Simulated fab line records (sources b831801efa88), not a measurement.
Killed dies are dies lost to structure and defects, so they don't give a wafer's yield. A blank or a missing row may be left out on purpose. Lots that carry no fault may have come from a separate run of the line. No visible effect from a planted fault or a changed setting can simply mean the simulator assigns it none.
A struck lot beside a sound one :: flow sky130 :: 18 out of 708 route steps
Sound: these wafers, L816.1, L816.4, L816.6. Struck: wafers L828.3, L828.5. (L828.4 of the same lot was not struck and is left out.) The cause comes at the end.
Per side, at each step with rows, come the tool, then ch with its chambers, and then its first start. Under that, the readings that differ: sound wafers :: struck wafers :: difference of the means :: sigmas: that difference in standard deviations of wafers without a fault.
alike: words and numbers the same on both sides, and readings whose means are apart by under 2 such deviations; not compared: readings that were withheld, readings missing a value for some wafer, numbers with overlapping values and no deviation given by the record, and bounds like >300 which may hide the same value.
The two part at a step that has a row with sigmas, a row that says differs or no value, or rows on one side only. Numbers that have no deviation but don't overlap get no sigmas and don't part them. A reading missing from all wafers of one side parts the sides only when that side holds two or more wafers.

first, 3 steps without rows for these wafers: SKY_VIA3_EXPOSE_09 (exposes mask VIM3, target cd 200 nm); SKY_VIA3_PEB_10; SKY_VIA3_DEVELOP_11 (develop time 60 s).
SKY_VIA3_CD_MEAS_12 targets a cd of 200 nm.
  sound: cdSem-02 at day 39 18:05; struck: cdSem-02 at day 43 05:28
  alike: cdNm
SKY_VIA3_OVL_MEAS_13:
  sound: overlay-02 at day 39 18:12; struck: overlay-02 at day 43 05:33
  alike: VIA3_OVL
SKY_VIA3_ETCH_14: etches BARC in N2/H2, stops on SiO2, time 45.9 s, target depth 60 nm.
  sound on rieDiel-03 ch 0,2, day 39 18:14; struck on rieDiel-02 ch 0,2, day 43 05:34
  alike: drypumpMotorCurrentA, oesProductAu, throttleValvePct
  not compared: rfHoursCounterH
SKY_VIA3_ETCH_15: etches SiO2 in C4F8/O2/Ar, stops on TiN, target depth 507 nm, time 78 s.
  sound on rieDiel-03 ch 0,2, day 39 18:17; struck on rieDiel-02 ch 0,2, day 43 05:37
  alike: oesProductAu
  not compared: rfHoursCounterH
SKY_VIA3_STRIP_16: strips in O2/N2.
  sound on plasmaAsher-01 ch 1, day 39 18:20; struck on plasmaAsher-01 ch 0,1, day 43 05:43
reading: stripTimeToEndpointS (s)
sound: 4.16 4.17 4.18
struck: 4.09 4.04
difference: -0.11
sigmas: -3
  alike: drypumpMotorCurrentA, oesProductAu
  not compared: rfHoursCounterH
then, 3 steps without rows for these wafers: SKY_VIA3_STRIP_17 (strips in post etch residue remover, time 1200 s); SKY_VIA3_CLEAN_18 (cleans in IPA, time 180 s); SKY_VIA3_CLEAN_19 (cleans in O3/DIW).
SKY_VIA3_SPUTTER_20: material TiN, target thk 20 nm, time 80 s.
  sound: pvdSputter-01 at day 39 18:59; struck: pvdSputter-01 at day 43 06:16
  alike: throttleValvePct
SKY_VIA3_CVD_21: deposits W, target thk 390 nm, time 117.31 s.
  sound on cvdW-01 ch 0,1, day 39 19:03; struck on cvdW-01 ch 1, day 43 06:25
reading: model.W_of_VIA3_CVD_21.thkNm (nm)
sound: 385 381.8 382.5
struck: 444.7 449.7
difference: +64.1
sigmas: 
  alike: heaterPowerW
  not compared: sinceWetCleanH
SKY_VIA3_RS_MEAS_22: uses a four-point probe to measure.
  sound: filmMetro-02 at day 39 19:10; struck: filmMetro-02 at day 43 06:37
reading: VIA3_W_RS (ohm/sq)
sound: 0.298 0.300 0.300
struck: 0.257 0.254
difference: -0.044
sigmas: -11
SKY_VIA3_THK_MEAS_23: measures by xrf.
  sound: filmMetro-02 at day 39 19:17; struck: filmMetro-02 at day 43 06:43
reading: VIA3_W_THK (nm)
sound: 372 369 370
struck: 432 431
difference: +61
sigmas: +10
SKY_VIA3_CMP_24: polishes, stops on SiO2, t overpolish 20 s, target thk 0 nm.
  sound on cmp-02 ch 2,3, day 39 19:24; struck on cmp-01 ch 1,3, day 43 06:45
reading: timeToEndpointS (s)
sound: 89 94 87
struck: 112 105
difference: +18
sigmas: +4
  alike: motorCurrentA
SKY_METAL4_SPUTTER_00: material Ti, target thk 15 nm, time 10 s.
  sound: pvdSputter-04 at day 39 19:39; struck: pvdSputter-02 at day 43 07:03
  alike: throttleValvePct
-- the record jumps here: 5 days lie between the struck wafers' starts before and after (it left off in module METAL4 and takes up again in module PAD_OPEN, whose first step shown is number 708 of the route) --
SKY_PAD_OPEN_PROBE_99:
  sound: prober-01 at day 45 23:26; struck: prober-01 at day 48 18:50
reading: killed_at_M0_to_M3
sound: 44 42 45
struck: 29
difference: -15
sigmas: -2
  alike: defectLimitedYield, killed_at_M4_up, killedAtContacts, killedAtFrontEnd, killedAtOther, killedDies, killedOnRim, killedOpen, killedShort, sort_bin_3_pad_short, sort_bin_5_function, sort_bin_6_memory, sortNPass, sortYieldPct

## WHERE THEY PART
Last at SKY_PAD_OPEN_PROBE_99 as far as this record goes, first at SKY_VIA3_STRIP_16.

WHY: the cause the simulator had injected
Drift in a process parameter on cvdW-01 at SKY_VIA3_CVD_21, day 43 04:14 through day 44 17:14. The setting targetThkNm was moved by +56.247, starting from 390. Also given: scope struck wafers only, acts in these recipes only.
